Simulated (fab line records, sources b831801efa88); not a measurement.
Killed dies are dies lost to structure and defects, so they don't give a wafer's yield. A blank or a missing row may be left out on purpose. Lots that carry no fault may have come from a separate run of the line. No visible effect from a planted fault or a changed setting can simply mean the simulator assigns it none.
fab line records	flow sky130
record lots=11	wafers=33	last_day=50
route steps=708 shown VT_ADJUST_LVTN@107 VT_ADJUST_NCORE@129 SONOS_ONO@168 PAD_OPEN@708
lots untouched by any fault: they come from a run of this same line in which no faults occurred
start_h: start of the lot's first displayed wafer, in hours after the record's first day	wait_h: hours since the lot's step before	" the same as in the row above	L1.1+2: a row that stands for several wafers	- value missing, or start not given	* or withheld: withheld	< > ~ a bound
route shown NAME@n: a module of which the file shows steps, and the number in the route of the first	usual: average and standard deviation across the fault-free wafers	same: alike in all rows	chamber/n: place in a boat	sites: each site's reading	_std_site: standard deviation across them	_edge_site: outer sites' mean less inner sites'	radius_mm: how far each site lies from the wafer's centre	mask NAME#n: copy n	behind: tool/chamber where the wafer was last shaped	hold: why the lot was held/for how many hours/how that ended	device: transistor that didn't switch, given as n, p or np	end of line: tests of these same wafers at the route's end	step lacking rows: just its recipe	killed: at the first sort, the dies lost to defects and structure; wafer yield is something else	map: per-die view of a wafer (x killed, . not killed, _ where there is no die)
set.NAME: the setting as run; set.NAME@STEP: as run at that earlier step	model.NAME: the simulator's own value behind a step, which no gauge read
a sample of lots followed through the steps of the route, with each step as a table and each wafer as a row
services: a tool's chamber out of use, with start hour (start_h, from the record's first day; less than 0 if before it), hours out, and reason
## steps
# step SKY_VT_ADJUST_LVTN_TW_MEAS_10
# usual VT_ADJUST_LVTN_TW=242.1/2.1
lot.wafer	tool	chamber	start_h	wait_h	VT_ADJUST_LVTN_TW
L172.2	film_metro-02	-	140.71	0.1	242.1
L172.5	"	-	"	"	241.1
L172.6	"	-	"	"	243.5
L173.1	film_metro-02	-	142.90	0.1	242.6
L173.2	"	-	"	"	241.4
L173.3	"	-	"	"	241.2
L176.1	film_metro-02	-	163.00	0.1	240.7
L176.2	"	-	"	"	240.0
L176.5	"	-	"	"	241.0
L180.1	film_metro-03	-	207.70	0.1	245.2
L180.4	"	-	"	"	244.6
L180.6	"	-	"	"	244.7
L182.2	film_metro-03	-	210.46	0.1	244.8
L182.3	"	-	"	"	245.8
L182.6	"	-	"	"	246.1
L181.1	film_metro-02	-	211.00	0.1	241.7
L181.3	"	-	"	"	242.8
L181.5	"	-	"	"	241.2
L189.1	film_metro-02	-	252.35	0.1	242.3
L189.2	"	-	"	"	242.6
L189.5	"	-	"	"	242.8
L190.2	film_metro-02	-	262.06	0.1	243.8
L190.3	"	-	"	"	242.2
L190.6	"	-	"	"	243.7
L191.1	film_metro-02	-	269.40	0.1	243.4
L191.3	"	-	"	"	243.7
L191.4	"	-	"	"	244.0
L194.1	film_metro-03	-	285.00	0.1	243.8
L194.3	"	-	"	"	247.0
L194.5	"	-	"	"	244.0
L195.2	film_metro-04	-	292.81	0.1	236.7
L195.3	"	-	"	"	238.0
L195.6	"	-	"	"	238.2
# step SKY_VT_ADJUST_NCORE_STRIP_10
# recipe chemistry=O2/N2	power_w=1400	pressure_mtorr=1500	platen_temp_c=withheld	o2_flow_sccm=3000	n2_flow_sccm=300	overash_fraction=0.5
# usual drypump_motor_current_A=5.70/0.25	n2_flow_sccm=300.0/0.89	oes_product_au=0.715/0.0045	strip_time_to_endpoint_s=14.18/0.041
lot.wafer	tool	chamber	start_h	wait_h	drypump_motor_current_A	n2_flow_sccm	oes_product_au	rf_hours_counter_h	strip_time_to_endpoint_s
L172.2	plasma_asher-01	1	180.91	0.1	6.00	299.7	0.719	46	14.13
L172.5	"	1	"	"	6.00	299.0	0.716	-	14.13
L172.6	"	0	"	"	5.45	302.3	0.715	-	14.07
L173.1	plasma_asher-01	0	183.07	0.1	5.40	299.4	0.715	46	14.14
L173.2	"	1	"	"	6.02	300.9	0.716	46	14.15
L173.3	"	1	"	"	6.00	300.0	0.719	-	14.18
L176.1	plasma_asher-03	0	203.61	0.1	6.06	297.8	0.718	39	14.17
L176.2	"	1	"	"	5.51	300.7	0.711	39	14.19
L176.5	"	1	"	"	5.51	299.5	0.719	-	14.16
L180.1	plasma_asher-01	0	253.57	0.1	5.43	300.4	0.715	53	14.18
L180.4	"	1	"	"	6.00	300.7	0.708	-	14.22
L180.6	"	1	"	"	6.03	299.6	0.716	-	14.20
L182.2	plasma_asher-02	0	256.26	0.1	5.45	300.7	0.707	57	14.18
L182.3	"	1	"	"	5.75	301.0	0.713	-	14.23
L182.6	"	0	"	"	5.45	301.2	0.714	-	14.22
L181.1	plasma_asher-01	0	257.16	0.1	5.43	300.8	0.716	54	14.16
L181.3	"	1	"	"	6.01	299.4	0.718	-	14.16
L181.5	"	0	"	"	5.43	301.3	0.713	-	14.16
L189.1	plasma_asher-02	0	300.32	0.1	5.47	301.4	0.719	62	14.14
L189.2	"	1	"	"	5.74	300.5	0.714	62	14.09
L189.5	"	1	"	"	5.74	300.3	0.719	-	14.13
L190.2	plasma_asher-03	1	312.76	0.1	5.56	299.8	0.707	49	14.13
L190.3	"	0	"	"	6.03	300.4	0.725	-	14.07
L190.6	"	0	"	"	6.03	299.2	0.722	-	14.14
L191.1	plasma_asher-01	0	319.57	0.1	5.44	301.0	0.712	59	14.21
L191.3	"	1	"	"	6.02	298.8	0.718	-	14.19
L191.4	"	0	"	"	5.44	299.7	0.710	-	14.20
L194.1	plasma_asher-03	0	336.22	0.1	6.05	298.6	0.703	51	14.17
L194.3	"	1	"	"	5.53	300.0	0.720	-	14.14
L194.5	"	1	"	"	5.53	299.1	0.713	-	14.12
L195.2	plasma_asher-02	1	345.27	0.1	5.73	301.1	0.710	66	14.19
L195.3	"	0	"	"	5.47	299.4	0.717	-	14.17
L195.6	"	0	"	"	5.45	299.8	0.712	-	14.18
# step SKY_SONOS_ONO_OXIDATION_00
# recipe temp_c=800	ambient=O2	idle_temp_c=700	ramp_up_c_per_min=10	ramp_down_c_per_min=3	stabilise_s=600	purge_s=300	target_thk_a=26	ox_time_s=1249
# usual spike_tc_bottom_C=823.3/1.2	spike_tc_centre_C=801.2/1.6	spike_tc_lower_C=799.9/1.3	spike_tc_top_C=815.0/1.3	spike_tc_upper_C=800.5/2.1	tube_center_temp_C=800.01/0.072	tube_center_temp_C_max=802.0/0.3	zone_power_centre_pct=14.37/0.13
lot.wafer	tool	chamber	start_h	wait_h	spike_tc_bottom_C	spike_tc_centre_C	spike_tc_lower_C	spike_tc_top_C	spike_tc_upper_C	tube_center_temp_C	tube_center_temp_C_max	zone_power_centre_pct
L172.2	furnace-01	0	248.44	0.0	822.6	800.3	800.2	815.2	799.8	800.01	802.1	14.56
L172.5	"	0	"	"	825.3	800.1	801.5	816.4	798.6	800.02	802.7	14.46
L172.6	"	0	"	"	823.3	799.2	799.0	815.5	798.1	799.9	801.8	14.27
L173.1	furnace-02	0	252.30	1.9	823.8	803.5	799.2	814.0	802.6	800.21	802.3	14.59
L173.2	"	0	"	"	822.9	802.3	799.3	814.1	802.7	799.94	801.8	14.62
L173.3	"	0	"	"	823.2	801.2	799.4	813.4	803.5	800	802.1	14.19
L176.1	furnace-01	0	274.40	0.0	824.3	799.5	798.9	814.2	798.6	800.06	801.8	14.42
L176.2	"	0	"	"	823.1	800.5	799.0	815.4	798.2	800.14	801.6	14.39
L176.5	"	0	"	"	824.3	799.3	800.4	814.2	799.7	799.98	801.8	14.45
L180.1	furnace-01	0	329.10	0.0	840.6	814.5	817.2	831.0	815.0	815.87	817.7	15.23
L180.4	"	0	"	"	839.7	816.4	817.3	831.3	813.3	815.73	817.7	15.02
L180.6	"	0	"	"	841.9	816.7	816.0	831.8	813.4	815.91	818.3	15.14
L181.1	furnace-01	0	334.09	0.8	839.8	814.6	817.8	830.8	815.1	815.95	818.0	14.97
L181.3	"	0	"	"	839.2	816.9	815.4	832.5	814.6	815.77	818.3	14.97
L181.5	"	0	"	"	841.8	817.4	815.5	833.1	815.0	815.87	818.1	14.96
L182.2	furnace-01	0	334.09	1.1	840.4	814.4	816.0	832.5	813.5	815.84	818.2	14.86
L182.3	"	0	"	"	842.1	816.3	817.6	834.0	816.3	815.9	817.7	14.89
L182.6	"	0	"	"	839.0	817.4	816.1	829.4	813.7	815.92	818.3	14.92
L189.1	furnace-02	0	384.68	1.3	821.9	802.7	799.3	813.9	801.3	800.03	801.7	14.29
L189.2	"	0	"	"	822.2	804.7	802.1	814.1	801.9	799.97	801.5	14.48
L189.5	"	0	"	"	823.8	802.2	799.6	813.9	802.4	800.08	802.9	14.36
L190.2	furnace-01	0	399.00	2.3	825.0	800.1	800.5	816.8	798.0	800	802.2	14.31
L190.3	"	0	"	"	825.5	799.7	800.1	814.5	797.4	800.14	802.2	14.16
L190.6	"	0	"	"	825.5	798.6	800.4	816.1	799.5	800.13	802.1	14.43
L191.1	furnace-02	0	405.22	1.7	822.0	803.9	799.9	814.9	801.3	800.11	801.9	14.23
L191.3	"	0	"	"	821.9	803.1	798.5	814.7	802.5	799.94	801.6	14.29
L191.4	"	0	"	"	823.3	804.0	798.8	815.1	801.6	799.98	802.1	14.40
L194.1	furnace-02	0	422.85	0.0	823.3	801.1	801.5	813.2	803.8	800.06	801.7	14.41
L194.3	"	0	"	"	823.5	801.2	799.3	814.5	801.9	800.01	802.4	14.24
L194.5	"	0	"	"	822.1	801.6	798.1	814.5	802.1	800.17	801.9	14.31
L195.2	furnace-01	0	432.62	0.0	823.4	799.7	799.9	815.5	797.8	800.07	801.8	14.49
L195.3	"	0	"	"	825.6	798.7	799.9	816.3	798.6	800	802.0	14.19
L195.6	"	0	"	"	823.4	798.8	801.0	815.4	799.2	800.01	801.5	14.42
# step SKY_SONOS_ONO_THK_MEAS_01
# recipe reads=SiO2_of_SONOS_ONO_OXIDATION_00
# usual SONOS_ONO_OXIDATION_THK=2.59/0.064
lot.wafer	tool	chamber	start_h	wait_h	SONOS_ONO_OXIDATION_THK[nm]
L172.2	film_metro-03	-	249.79	0.0	2.58
L172.5	"	-	"	"	2.62
L172.6	"	-	"	"	2.65
L173.1	film_metro-01	-	253.65	0.0	2.64
L173.2	"	-	"	"	2.65
L173.3	"	-	"	"	2.64
L176.1	film_metro-01	-	275.75	0.0	2.58
L176.2	"	-	"	"	2.48
L176.5	"	-	"	"	2.48
L180.1	film_metro-04	-	330.45	0.0	3.17
L180.4	"	-	"	"	3.24
L180.6	"	-	"	"	3.19
L181.1	film_metro-03	-	335.44	0.0	3.14
L181.3	"	-	"	"	3.15
L181.5	"	-	"	"	3.19
L182.2	film_metro-01	-	335.45	0.0	3.15
L182.3	"	-	"	"	3.13
L182.6	"	-	"	"	3.11
L189.1	film_metro-04	-	386.02	0.0	2.63
L189.2	"	-	"	"	2.69
L189.5	"	-	"	"	2.64
L190.2	film_metro-03	-	400.36	0.0	2.53
L190.3	"	-	"	"	2.49
L190.6	"	-	"	"	2.59
L191.1	film_metro-03	-	406.57	0.0	2.63
L191.3	"	-	"	"	2.59
L191.4	"	-	"	"	2.60
L194.1	film_metro-04	-	424.20	0.0	2.59
L194.3	"	-	"	"	2.59
L194.5	"	-	"	"	2.57
L195.2	film_metro-04	-	433.98	0.0	2.56
L195.3	"	-	"	"	2.63
L195.6	"	-	"	"	2.55
# step SKY_SONOS_ONO_THK_MEAS_05
# recipe reads=SiO2_of_SONOS_ONO_CVD_04
# usual SONOS_ONO_CVD_04_THK=5.69/0.11
lot.wafer	tool	chamber	start_h	wait_h	SONOS_ONO_CVD_04_THK[nm]
L172.2	film_metro-01	-	252.21	0.0	5.55
L172.5	"	-	"	"	5.56
L172.6	"	-	"	"	5.63
L173.1	film_metro-03	-	257.87	0.0	5.62
L173.2	"	-	"	"	5.61
L173.3	"	-	"	"	5.65
L176.1	film_metro-04	-	278.52	0.0	5.79
L176.2	"	-	"	"	5.67
L176.5	"	-	"	"	5.65
L180.1	film_metro-03	-	334.53	0.0	5.76
L180.4	"	-	"	"	5.74
L180.6	"	-	"	"	5.79
L181.1	film_metro-04	-	338.72	0.0	5.93
L181.3	"	-	"	"	5.83
L181.5	"	-	"	"	5.86
L182.2	film_metro-03	-	338.73	0.0	5.82
L182.3	"	-	"	"	5.80
L182.6	"	-	"	"	5.80
L189.1	film_metro-03	-	388.44	0.0	5.76
L189.2	"	-	"	"	5.73
L189.5	"	-	"	"	5.80
L190.2	film_metro-01	-	404.17	0.0	5.71
L190.3	"	-	"	"	5.76
L190.6	"	-	"	"	5.61
L191.1	film_metro-03	-	409.62	0.0	5.61
L191.3	"	-	"	"	5.78
L191.4	"	-	"	"	5.67
L194.1	film_metro-01	-	426.62	0.0	5.56
L194.3	"	-	"	"	5.71
L194.5	"	-	"	"	5.57
L195.2	film_metro-03	-	437.83	0.0	5.51
L195.3	"	-	"	"	5.70
L195.6	"	-	"	"	5.61
# step SKY_PAD_OPEN_PROBE_99
# usual killed_at_M0_to_M3=42/6.6	killed_at_M4_up=3.0/1.8	killed_at_contacts=25/5.1	killed_at_front_end=15/4.4	killed_at_other=0.3/0.56	killed_dies=86/8.6	killed_on_rim=17/3.9	killed_open=47/6.9	killed_short=38/6
# same gross_dies=492	killed_at_back_side=0
lot.wafer	tool	chamber	start_h	wait_h	killed_at_M0_to_M3	killed_at_M4_up	killed_at_contacts	killed_at_front_end	killed_at_other	killed_dies	killed_on_rim	killed_open	killed_short
L172.2	prober-01	-	1068.52	0.1	44	6	21	21	0	92	17	51	41
L172.5	prober-01	-	1068.67	0.2	35	4	25	16	0	80	13	47	33
L172.6	prober-01	-	1068.72	0.2	43	2	27	14	1	87	17	58	29
L173.1	prober-02	-	1074.53	0.1	26	4	24	20	0	74	12	39	33
L173.2	prober-02	-	1074.58	0.1	54	1	30	12	0	97	23	52	44
L173.3	prober-02	-	1074.63	0.2	31	1	34	9	0	75	12	42	33
L176.1	prober-01	-	1097.57	0.1	50	6	32	16	0	104	19	56	48
L176.2	prober-01	-	1097.62	0.1	43	3	24	13	1	84	19	40	44
L176.5	prober-01	-	1097.77	0.2	40	5	24	8	0	77	16	37	39
L180.1	prober-01	-	1131.93	0.1	36	5	28	18	0	87	16	47	40
L180.4	prober-01	-	1132.08	0.2	43	6	22	19	0	90	17	47	43
L180.6	prober-01	-	1132.18	0.2	38	4	24	16	0	82	13	47	35
L182.2	prober-01	-	1144.66	0.1	44	0	27	9	0	80	23	44	36
L182.3	prober-01	-	1144.71	0.2	34	2	26	18	0	80	19	43	37
L182.6	prober-01	-	1144.86	0.2	44	3	22	8	0	77	14	35	42
L181.1	prober-02	-	1145.26	0.1	59	5	25	9	1	99	18	52	47
L181.3	prober-02	-	1145.36	0.2	40	3	23	8	1	75	15	48	26
L181.5	prober-02	-	1145.46	0.2	43	5	24	13	0	85	18	48	37
L189.1	prober-02	-	1168.08	0.1	46	2	21	10	0	79	18	50	29
L189.2	prober-02	-	1168.13	0.1	41	3	23	21	1	89	14	49	39
L189.5	prober-02	-	1168.28	0.2	36	3	22	13	0	74	13	38	36
L190.2	prober-01	-	1180.70	0.1	48	3	29	15	0	95	17	53	40
L190.3	prober-01	-	1180.75	0.2	46	4	31	9	0	90	21	55	34
L190.6	prober-01	-	1180.90	0.2	54	4	28	17	1	104	22	54	49
L191.1	prober-02	-	1181.87	0.1	44	2	20	19	1	86	16	52	33
L191.3	prober-02	-	1181.97	0.2	26	1	32	16	0	75	15	41	34
L191.4	prober-02	-	1182.02	0.2	41	1	21	18	0	81	16	45	35
L194.1	prober-01	-	1194.63	0.1	47	4	17	15	0	83	16	52	31
L194.3	prober-01	-	1194.73	0.2	41	2	23	13	0	79	15	42	37
L194.5	prober-01	-	1194.83	0.2	44	3	29	12	2	90	14	48	42
L195.2	prober-02	-	1198.58	0.1	45	7	25	9	1	87	20	49	38
L195.3	prober-02	-	1198.63	0.2	42	5	36	15	0	98	17	56	42
L195.6	prober-02	-	1198.78	0.2	43	1	20	13	0	77	18	47	30
# killed by level:class
L172.2 VIA1:geometric_particle:open=14 FIELD_ISO:geometric_particle:short=9 CONTACT:geometric_particle:open=9 LI_CONTACT:geometric_particle:open=6 VIA2:geometric_particle:open=6 POLY_GATE:geometric_particle:short=5 VIA3:geometric_particle:short=5 FIELD_ISO:geometric_particle:open=4
L172.5 CONTACT:geometric_particle:open=13 VIA1:geometric_particle:open=10 FIELD_ISO:geometric_particle:short=7 METAL1:geometric_particle:short=7 LI_CONTACT:geometric_particle:open=6 POLY_GATE:geometric_particle:open=4 VIA3:geometric_particle:open=4 VIA1:geometric_particle:short=3
L172.6 VIA1:geometric_particle:open=20 CONTACT:geometric_particle:open=12 LI_CONTACT:geometric_particle:open=7 VIA3:geometric_particle:open=6 LOCAL_INTERCONNECT:geometric_particle:short=4 VIA1:geometric_particle:short=4 VIA2:geometric_particle:open=4 FIELD_ISO:geometric_particle:short=3
L173.1 CONTACT:geometric_particle:open=8 FIELD_ISO:geometric_particle:short=5 FIELD_ISO:geometric_particle:open=5 CONTACT:geometric_particle:short=5 POLY_GATE:geometric_particle:short=5 LOCAL_INTERCONNECT:geometric_particle:short=5 VIA1:geometric_particle:open=5 VIA3:geometric_particle:open=4
L173.2 VIA3:geometric_particle:open=11 LI_CONTACT:geometric_particle:open=9 VIA2:geometric_particle:open=9 VIA1:geometric_particle:open=8 CONTACT:geometric_particle:open=7 METAL1:geometric_particle:short=7 METAL2:geometric_particle:short=6 POLY_GATE:geometric_particle:short=5
L173.3 LI_CONTACT:geometric_particle:open=11 CONTACT:geometric_particle:open=9 VIA1:geometric_particle:open=7 LOCAL_INTERCONNECT:geometric_particle:short=6 LI_CONTACT:geometric_particle:short=5 VIA2:geometric_particle:open=5 METAL1:geometric_particle:short=4 METAL2:geometric_particle:short=3
L176.1 CONTACT:geometric_particle:open=12 VIA2:geometric_particle:open=8 LI_CONTACT:geometric_particle:open=7 LOCAL_INTERCONNECT:geometric_particle:short=7 METAL2:geometric_particle:short=7 POLY_GATE:geometric_particle:open=6 METAL3:geometric_particle:short=6 VIA3:geometric_particle:open=6
L176.2 CONTACT:geometric_particle:open=8 VIA2:geometric_particle:open=8 VIA1:geometric_particle:open=8 VIA3:geometric_particle:open=7 CONTACT:geometric_particle:short=6 FIELD_ISO:geometric_particle:short=5 LOCAL_INTERCONNECT:geometric_particle:short=5 METAL1:geometric_particle:short=4
L176.5 LI_CONTACT:geometric_particle:open=10 METAL1:geometric_particle:short=8 VIA1:geometric_particle:open=7 METAL2:geometric_particle:short=6 CONTACT:geometric_particle:open=5 VIA2:geometric_particle:short=5 LOCAL_INTERCONNECT:geometric_particle:short=4 METAL2:geometric_particle:open=4
L180.1 CONTACT:geometric_particle:open=11 VIA1:geometric_particle:open=11 FIELD_ISO:geometric_particle:short=8 LI_CONTACT:geometric_particle:open=7 FIELD_ISO:geometric_particle:open=6 CONTACT:geometric_particle:short=6 METAL1:geometric_particle:short=6 METAL3:geometric_particle:short=4
L180.4 CONTACT:geometric_particle:open=10 VIA1:geometric_particle:open=8 FIELD_ISO:geometric_particle:open=6 FIELD_ISO:geometric_particle:short=6 VIA3:geometric_particle:open=6 VIA2:geometric_particle:open=6 LI_CONTACT:geometric_particle:open=5 METAL4:geometric_particle:short=5
L180.6 VIA1:geometric_particle:open=10 CONTACT:geometric_particle:open=10 METAL1:geometric_particle:short=6 VIA3:geometric_particle:open=6 LI_CONTACT:geometric_particle:open=5 VIA2:geometric_particle:open=5 CONTACT:geometric_particle:short=4 VIA1:geometric_particle:short=4
L182.2 CONTACT:geometric_particle:open=12 VIA1:geometric_particle:open=8 LOCAL_INTERCONNECT:geometric_particle:short=7 METAL1:geometric_particle:short=6 VIA3:geometric_particle:open=6 CONTACT:geometric_particle:short=5 VIA1:geometric_particle:short=5 METAL2:geometric_particle:short=5
L182.3 CONTACT:geometric_particle:open=10 VIA1:geometric_particle:open=9 POLY_GATE:geometric_particle:short=7 METAL2:geometric_particle:short=6 LI_CONTACT:geometric_particle:open=5 LOCAL_INTERCONNECT:geometric_particle:short=4 CONTACT:geometric_particle:short=4 VIA2:geometric_particle:open=4
L182.6 CONTACT:geometric_particle:open=7 LOCAL_INTERCONNECT:geometric_particle:short=7 METAL2:geometric_particle:short=7 VIA1:geometric_particle:open=6 VIA2:geometric_particle:open=6 METAL1:geometric_particle:short=5 LI_CONTACT:geometric_particle:open=4 VIA3:geometric_particle:short=4
L181.1 VIA1:geometric_particle:open=12 VIA3:geometric_particle:open=11 VIA2:geometric_particle:open=8 CONTACT:geometric_particle:open=7 METAL2:geometric_particle:short=7 METAL3:geometric_particle:short=7 VIA2:geometric_particle:short=6 LOCAL_INTERCONNECT:geometric_particle:short=5
L181.3 CONTACT:geometric_particle:open=9 VIA1:geometric_particle:open=9 VIA3:geometric_particle:open=8 VIA2:geometric_particle:open=6 VIA1:geometric_particle:short=5 LOCAL_INTERCONNECT:geometric_particle:short=5 LI_CONTACT:geometric_particle:open=4 FIELD_ISO:geometric_particle:open=3
L181.5 VIA1:geometric_particle:open=11 CONTACT:geometric_particle:open=10 VIA3:geometric_particle:open=7 METAL1:geometric_particle:short=6 VIA2:geometric_particle:open=6 LI_CONTACT:geometric_particle:open=5 METAL4:geometric_particle:short=5 METAL2:geometric_particle:short=4
L189.1 VIA1:geometric_particle:open=13 METAL1:geometric_particle:short=8 VIA3:geometric_particle:open=8 LI_CONTACT:geometric_particle:open=7 CONTACT:geometric_particle:open=7 FIELD_ISO:geometric_particle:open=4 POLY_GATE:geometric_particle:open=4 METAL3:geometric_particle:short=4
L189.2 VIA1:geometric_particle:open=11 FIELD_ISO:geometric_particle:short=9 VIA3:geometric_particle:open=9 CONTACT:geometric_particle:open=8 FIELD_ISO:geometric_particle:open=5 LI_CONTACT:geometric_particle:open=5 METAL3:geometric_particle:short=5 CONTACT:geometric_particle:short=4
L189.5 CONTACT:geometric_particle:open=11 VIA1:geometric_particle:open=8 METAL3:geometric_particle:short=6 POLY_GATE:geometric_particle:open=5 METAL1:geometric_particle:short=5 LOCAL_INTERCONNECT:geometric_particle:short=4 VIA2:geometric_particle:open=4 POLY_GATE:geometric_particle:short=3
L190.2 CONTACT:geometric_particle:open=15 VIA1:geometric_particle:open=12 METAL1:geometric_particle:short=9 VIA2:geometric_particle:open=9 CONTACT:geometric_particle:short=7 FIELD_ISO:geometric_particle:open=6 METAL2:geometric_particle:short=6 VIA3:geometric_particle:open=4
L190.3 VIA2:geometric_particle:open=14 CONTACT:geometric_particle:open=13 VIA1:geometric_particle:open=10 CONTACT:geometric_particle:short=8 LI_CONTACT:geometric_particle:open=5 FIELD_ISO:geometric_particle:open=4 METAL1:geometric_particle:short=4 METAL2:geometric_particle:short=4
L190.6 VIA1:geometric_particle:open=10 LI_CONTACT:geometric_particle:open=9 CONTACT:geometric_particle:short=9 VIA2:geometric_particle:open=9 CONTACT:geometric_particle:open=8 METAL1:geometric_particle:short=7 VIA1:geometric_particle:short=7 FIELD_ISO:geometric_particle:short=5
L191.1 VIA1:geometric_particle:open=11 POLY_GATE:geometric_particle:open=7 VIA3:geometric_particle:open=7 LI_CONTACT:geometric_particle:open=6 CONTACT:geometric_particle:open=6 METAL1:geometric_particle:short=6 VIA3:geometric_particle:short=6 VIA2:geometric_particle:open=5
L191.3 CONTACT:geometric_particle:open=13 CONTACT:geometric_particle:short=6 VIA3:geometric_particle:open=6 FIELD_ISO:geometric_particle:open=5 LI_CONTACT:geometric_particle:open=5 VIA1:geometric_particle:open=5 POLY_GATE:geometric_particle:short=4 LOCAL_INTERCONNECT:geometric_particle:short=4
L191.4 VIA1:geometric_particle:open=7 FIELD_ISO:geometric_particle:open=6 LOCAL_INTERCONNECT:geometric_particle:short=6 VIA3:geometric_particle:short=6 VIA1:geometric_particle:short=6 LI_CONTACT:geometric_particle:open=5 VIA2:geometric_particle:open=5 CONTACT:geometric_particle:open=5
L194.1 VIA1:geometric_particle:open=14 VIA2:geometric_particle:open=11 CONTACT:geometric_particle:open=6 POLY_GATE:geometric_particle:open=6 VIA3:geometric_particle:open=6 LOCAL_INTERCONNECT:geometric_particle:short=5 METAL2:geometric_particle:short=5 FIELD_ISO:geometric_particle:open=4
L194.3 CONTACT:geometric_particle:open=11 VIA3:geometric_particle:open=7 VIA1:geometric_particle:open=6 VIA1:geometric_particle:short=6 LOCAL_INTERCONNECT:geometric_particle:short=5 METAL2:geometric_particle:short=5 VIA2:geometric_particle:open=5 POLY_GATE:geometric_particle:short=4
L194.5 VIA1:geometric_particle:open=11 CONTACT:geometric_particle:open=9 VIA3:geometric_particle:open=8 CONTACT:geometric_particle:short=8 VIA2:geometric_particle:short=6 VIA2:geometric_particle:open=5 POLY_GATE:geometric_particle:short=4 LI_CONTACT:geometric_particle:open=4
L195.2 VIA1:geometric_particle:open=10 CONTACT:geometric_particle:open=9 VIA3:geometric_particle:open=8 VIA2:geometric_particle:open=7 LI_CONTACT:geometric_particle:open=6 METAL4:geometric_particle:short=6 VIA2:geometric_particle:short=6 VIA1:geometric_particle:short=5
L195.3 VIA1:geometric_particle:open=12 LI_CONTACT:geometric_particle:open=9 CONTACT:geometric_particle:open=9 CONTACT:geometric_particle:short=7 VIA2:geometric_particle:open=7 VIA3:geometric_particle:open=6 LI_CONTACT:geometric_particle:short=5 LOCAL_INTERCONNECT:geometric_particle:short=5
L195.6 VIA1:geometric_particle:open=16 CONTACT:geometric_particle:open=10 VIA1:geometric_particle:short=6 LI_CONTACT:geometric_particle:open=5 FIELD_ISO:geometric_particle:open=4 FIELD_ISO:geometric_particle:short=4 METAL1:geometric_particle:short=4 LOCAL_INTERCONNECT:geometric_particle:short=3
## services
tool	chamber	start_h	hours	kind
plasma_asher-01	-	164.04	0.8	repair
furnace-02	-	166.03	3.8	pm
furnace-02	-	175.04	4.1	pm
furnace-02	-	186.39	5.7	pm
furnace-01	-	213.18	4.2	pm
plasma_asher-03	-	306.46	2.3	repair
plasma_asher-03	-	320.00	4.3	repair
plasma_asher-02	-	377.50	4.4	repair
furnace-01	-	381.63	4.3	pm
furnace-01	-	388.94	1.8	pm
plasma_asher-02	-	421.25	9.0	pm
plasma_asher-02	0	421.25	9.0	vent_cycle
plasma_asher-02	1	421.25	9.0	vent_cycle
furnace-01	-	422.08	2.4	pm
plasma_asher-02	0	430.25	-	clean
plasma_asher-02	1	430.25	-	clean
## key
first_sign step=SKY_SONOS_ONO_OXIDATION_00	reading=tube_center_temp_C	direction=up	sigmas=99+	usual=*	struck=*
effect step=SKY_SONOS_ONO_OXIDATION_00	reading=tube_center_temp_C_max	direction=up	sigmas=53	usual=*	struck=*
effect step=SKY_SONOS_ONO_THK_MEAS_01	reading=SONOS_ONO_OXIDATION_THK	direction=up	sigmas=8.9	usual=2.59	struck=3.16
met_at SKY_SONOS_ONO_OXIDATION_00
struck_lots L180,L181,L182
tester_left_out L180,L181,L182
not_acting_at SKY_VT_ADJUST_LVTN_TW_MEAS_10,SKY_VT_ADJUST_NCORE_STRIP_10,SKY_SONOS_ONO_THK_MEAS_05
onset_between 274.40 329.10
fault kind=process_parameter_drift	tool=furnace-01	chamber=-	onset_h=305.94	steps=SKY_SONOS_ONO_OXIDATION_00	channel=temp_c	offset=*	shape=step	end_h=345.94	acts_in=*	stated=*
# tester_left_out: of these lots the tester's yield and bins aren't shown, on N5 and GAA mostly nor the transistor test; their killed dies are dies lost to structure and defects alone, not to doping, threshold or leakage, so they don't give the yield
